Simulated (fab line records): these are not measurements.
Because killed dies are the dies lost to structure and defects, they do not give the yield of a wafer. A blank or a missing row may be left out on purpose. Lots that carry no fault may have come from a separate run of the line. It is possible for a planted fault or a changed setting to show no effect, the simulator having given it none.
Which of the tools did it? -- flow gf180mcu -- 11 lots, 33 wafers sampled, at 4 steps of a route of 602

== WHAT THE GAUGES READ, wafer by wafer ==
GF_HV_LDD_THK_MEAS_57.
lot,measured,on,HV_LDD_CVD_56_THK (nm)
L275,day 13 18:05,film metro-01,89.2 89.3 90.1
L278,day 14 12:59,film metro-03,89.6 89.7 89.8
L279,day 15 00:19,film metro-01,90.5 90.6 91.2
L280,day 15 17:13,film metro-01,49.0 49.1 49.3
L281,day 15 17:13,film metro-02,48.5 48.9 49.8
L283,day 16 05:35,film metro-02,89.5 89.3 90.5
L289,day 18 11:47,film metro-01,90.6 91.4 90.7
L292,day 19 12:56,film metro-03,87.6 88.6 88.2
L293,day 19 18:53,film metro-01,90.0 88.8 90.0
L294,day 19 23:05,film metro-02,88.6 90.0 89.6
L295,day 20 02:42,film metro-02,91.5 91.8 91.6

== TOOL THAT RAN EACH LOT (tool first, then ch and the chambers of the sampled wafers, then the start) ==
lot,GF_POLY_GATE_STRIP_14,GF_HV_LDD_STRIP_49,GF_HV_LDD_CVD_56
L275,"plasma asher-01 ch 0,1, day 10 06:07","plasma asher-01 ch 0,1, day 13 13:28","lpcvd-01 ch 1, day 13 16:39"
L278,"plasma asher-02 ch 0,1, day 10 23:16","plasma asher-04 ch 1, day 14 09:26","lpcvd-01 ch 0, day 14 11:34"
L279,"plasma asher-01 ch 0,1, day 11 10:04","plasma asher-03 ch 0,1, day 14 21:20","lpcvd-01 ch 1, day 14 22:52"
L280,"plasma asher-04 ch 0,1, day 11 23:52","plasma asher-03 ch 1, day 15 13:15","lpcvd-02 ch 0, day 15 15:47"
L281,"plasma asher-02 ch 0,1, day 11 23:53","plasma asher-04 ch 0,1, day 15 13:02","lpcvd-02 ch 0, day 15 15:47"
L283,"plasma asher-01 ch 0,1, day 12 12:21","plasma asher-01 ch 1, day 16 02:40","lpcvd-01 ch 1, day 16 04:09"
L289,"plasma asher-01 ch 0,1, day 14 14:20","plasma asher-01 ch 0,1, day 18 08:53","lpcvd-01 ch 0, day 18 10:22"
L292,"plasma asher-04 ch 0,1, day 15 09:16","plasma asher-04 ch 0,1, day 19 10:03","lpcvd-01 ch 0, day 19 11:29"
L293,"plasma asher-01 ch 0,1, day 15 14:33","plasma asher-03 ch 0,1, day 19 15:59","lpcvd-01 ch 0, day 19 17:28"
L294,"plasma asher-04 ch 0,1, day 15 18:00","plasma asher-01 ch 0,1, day 19 20:10","lpcvd-02 ch 1, day 19 21:39"
L295,"plasma asher-04 ch 0,1, day 15 23:18","plasma asher-01 ch 0,1, day 19 23:47","lpcvd-02 ch 0, day 20 01:16"
- GF_POLY_GATE_STRIP_14: strips in O2/N2.
- GF_HV_LDD_STRIP_49: strips in O2/N2.
- GF_HV_LDD_CVD_56: deposits Si3N4 from DCS/NH3, target thk 90 nm, time 1543 s.

== THE ANSWER, worked out from the rows above alone ==
Rule: what is usual is taken from the lots themselves. The widest of any qualifying gaps counts: lots, ordered by their means at a reading, are off when they make up no more than a third of the lots, leave a main group of 4 or more, and stand apart from it by 3 or more times the standard deviation of that group's means. Not used: any main group whose means are identical at the precision the tables above print for the reading. A lot without any number at a reading at which 4 lots or more have one is off too. All remaining lots with rows at the step are treated as sound.
Off: L280, L281, at GF_HV_LDD_THK_MEAS_57 (HV_LDD_CVD_56_THK). For the main group the mean is 89.9 nm and the standard deviation 0.97.
If a tool, at a process step before that reading, ran all the lots that are off and no sound lot after the first of them, it fits. The gauges at GF_HV_LDD_THK_MEAS_57 are tried like those tools. Of those tried, none fits.

== WHAT THE SIMULATOR HAD INSERTED ==
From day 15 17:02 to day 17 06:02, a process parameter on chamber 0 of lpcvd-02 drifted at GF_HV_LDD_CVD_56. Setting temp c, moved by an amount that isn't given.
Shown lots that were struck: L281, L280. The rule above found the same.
